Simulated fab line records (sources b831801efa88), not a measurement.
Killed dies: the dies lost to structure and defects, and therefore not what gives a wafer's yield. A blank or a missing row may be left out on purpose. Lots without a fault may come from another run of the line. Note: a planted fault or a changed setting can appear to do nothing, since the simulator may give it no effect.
The tool behind it: which one? / flow sfqLine / 13 lots, 39 wafers sampled, at 3 steps of a route of 325

WHAT THE GAUGES READ, wafer by wafer
SFQ_R5_RS_MEAS_933: a four-point-probe measurement.
lot=L504; measured=day 59 23:08; on=filmMetro-04; R5_MONX_RS (ohm/sq)=7.16 7.19 7.17
lot=L505; measured=day 60 00:20; on=filmMetro-04; R5_MONX_RS (ohm/sq)=7.34 7.20 7.22
lot=L508; measured=day 61 10:32; on=filmMetro-03; R5_MONX_RS (ohm/sq)=7.37 7.36 7.38
lot=L510; measured=day 65 00:50; on=filmMetro-03; R5_MONX_RS (ohm/sq)=7.27 7.39 7.29
lot=L514; measured=day 66 19:32; on=filmMetro-04; R5_MONX_RS (ohm/sq)=10.74 7.29 7.13
lot=L515; measured=day 70 08:52; on=filmMetro-04; R5_MONX_RS (ohm/sq)=7.27 7.15 7.29
lot=L516; measured=day 70 12:26; on=filmMetro-02; R5_MONX_RS (ohm/sq)=7.45 7.23 7.30
lot=L519; measured=day 72 00:26; on=filmMetro-03; R5_MONX_RS (ohm/sq)=7.27 7.38 7.28
lot=L520; measured=day 72 08:51; on=filmMetro-03; R5_MONX_RS (ohm/sq)=7.15 7.21 7.24
lot=L522; measured=day 73 14:46; on=filmMetro-04; R5_MONX_RS (ohm/sq)=7.08 7.16 7.25
lot=L523; measured=day 73 23:59; on=filmMetro-04; R5_MONX_RS (ohm/sq)=7.13 7.10 7.20
lot=L524; measured=day 75 01:05; on=filmMetro-03; R5_MONX_RS (ohm/sq)=7.32 7.21 7.26
lot=L525; measured=day 75 11:41; on=filmMetro-04; R5_MONX_RS (ohm/sq)=7.32 7.18 7.30

SFQ_R5_THK_MEAS_934: measures by xrf.
lot=L504; measured=day 59 23:16; on=filmMetro-04; R5_MONX_THK (nm)=39.1 38.9 39.0
lot=L505; measured=day 60 00:27; on=filmMetro-04; R5_MONX_THK (nm)=38.2 38.9 38.9
lot=L508; measured=day 61 10:40; on=filmMetro-03; R5_MONX_THK (nm)=37.6 37.6 37.2
lot=L510; measured=day 65 00:58; on=filmMetro-03; R5_MONX_THK (nm)=38.4 37.6 38.0
lot=L514; measured=day 66 19:38; on=filmMetro-04; R5_MONX_THK (nm)=25.1 38.5 39.1
lot=L515; measured=day 70 08:58; on=filmMetro-04; R5_MONX_THK (nm)=38.6 39.4 38.5
lot=L516; measured=day 70 12:34; on=filmMetro-02; R5_MONX_THK (nm)=37.3 38.7 38.2
lot=L519; measured=day 72 00:34; on=filmMetro-03; R5_MONX_THK (nm)=38.1 37.5 37.8
lot=L520; measured=day 72 08:58; on=filmMetro-03; R5_MONX_THK (nm)=38.8 38.4 38.3
lot=L522; measured=day 73 14:52; on=filmMetro-04; R5_MONX_THK (nm)=39.3 39.3 38.7
lot=L523; measured=day 74 00:07; on=filmMetro-04; R5_MONX_THK (nm)=39.4 39.6 39.3
lot=L524; measured=day 75 01:12; on=filmMetro-03; R5_MONX_THK (nm)=37.9 38.5 38.1
lot=L525; measured=day 75 11:49; on=filmMetro-04; R5_MONX_THK (nm)=38.1 38.9 38.5

TOOL THAT RAN EACH LOT (tool first, then ch and the chambers of the sampled wafers, then the start)
lot=L504; SFQ_TRILAYER_R5_DEP_SPUTTER_133=pvdSputter-06, day 59 23:03
lot=L505; SFQ_TRILAYER_R5_DEP_SPUTTER_133=pvdSputter-05, day 60 00:16
lot=L508; SFQ_TRILAYER_R5_DEP_SPUTTER_133=pvdSputter-05, day 61 10:28
lot=L510; SFQ_TRILAYER_R5_DEP_SPUTTER_133=pvdSputter-05, day 65 00:46
lot=L514; SFQ_TRILAYER_R5_DEP_SPUTTER_133=pvdSputter-05, day 66 19:26
lot=L515; SFQ_TRILAYER_R5_DEP_SPUTTER_133=pvdSputter-04, day 70 08:46
lot=L516; SFQ_TRILAYER_R5_DEP_SPUTTER_133=pvdSputter-04, day 70 12:22
lot=L519; SFQ_TRILAYER_R5_DEP_SPUTTER_133=pvdSputter-04, day 72 00:22
lot=L520; SFQ_TRILAYER_R5_DEP_SPUTTER_133=pvdSputter-05, day 72 08:47
lot=L522; SFQ_TRILAYER_R5_DEP_SPUTTER_133=pvdSputter-05, day 73 14:40
lot=L523; SFQ_TRILAYER_R5_DEP_SPUTTER_133=pvdSputter-06, day 73 23:55
lot=L524; SFQ_TRILAYER_R5_DEP_SPUTTER_133=pvdSputter-04, day 75 00:59
lot=L525; SFQ_TRILAYER_R5_DEP_SPUTTER_133=pvdSputter-04, day 75 11:37
- SFQ_TRILAYER_R5_DEP_SPUTTER_133: material MoNx, target thk 40 nm, time 66.7 s.

AS READ BY THE TOOLS THEMSELVES (means over the sampled wafers that have a number; for cases with no such wafer, the mark the record gives instead)
SFQ_TRILAYER_R5_DEP_SPUTTER_133.
lot=L504; tool=pvdSputter-06; throttleValvePct (%)=31.8
lot=L505; tool=pvdSputter-05; throttleValvePct (%)=30.3
lot=L508; tool=pvdSputter-05; throttleValvePct (%)=30.5
lot=L510; tool=pvdSputter-05; throttleValvePct (%)=30.4
lot=L514; tool=pvdSputter-05; throttleValvePct (%)=30.3
lot=L515; tool=pvdSputter-04; throttleValvePct (%)=31.1
lot=L516; tool=pvdSputter-04; throttleValvePct (%)=30.0
lot=L519; tool=pvdSputter-04; throttleValvePct (%)=30.0
lot=L520; tool=pvdSputter-05; throttleValvePct (%)=30.2
lot=L522; tool=pvdSputter-05; throttleValvePct (%)=30.3
lot=L523; tool=pvdSputter-06; throttleValvePct (%)=32.0
lot=L524; tool=pvdSputter-04; throttleValvePct (%)=28.9
lot=L525; tool=pvdSputter-04; throttleValvePct (%)=30.1

THE ANSWER, worked out from the rows above alone
Rule: what is usual is taken from the lots themselves. Put in order of their means at a reading, lots are off if they are a third of the lots or fewer, leave a main group of 4 or more, and stand apart from it by a gap of 3 or more times the standard deviation of the main group's means; of several such gaps the widest counts. A main group whose means are all the same, to the digits that the tables above print for the reading, isn't used. A lot without any number at a reading at which 4 lots or more have one is off too. The other lots that the step has rows for count as sound. Order of review: gauges by route order, followed by the tools' own readings, for which a lot's mean as printed above is used. The first step at which some lot is off is used, and at that step the reading that is off furthest; a lot without a number counts as furthest.
Off: L514, at SFQ_R5_RS_MEAS_933 (R5_MONX_RS). Main group: mean 7.25 ohm/sq, sd 0.068.
If a tool, at a process step before that reading, ran all the lots that are off and no sound lot after the first of them, it fits. Those tools and the gauges at SFQ_R5_RS_MEAS_933 are tried in the same way. Of those tried, none fits.

WHAT HAD BEEN PUT IN BY THE SIMULATOR
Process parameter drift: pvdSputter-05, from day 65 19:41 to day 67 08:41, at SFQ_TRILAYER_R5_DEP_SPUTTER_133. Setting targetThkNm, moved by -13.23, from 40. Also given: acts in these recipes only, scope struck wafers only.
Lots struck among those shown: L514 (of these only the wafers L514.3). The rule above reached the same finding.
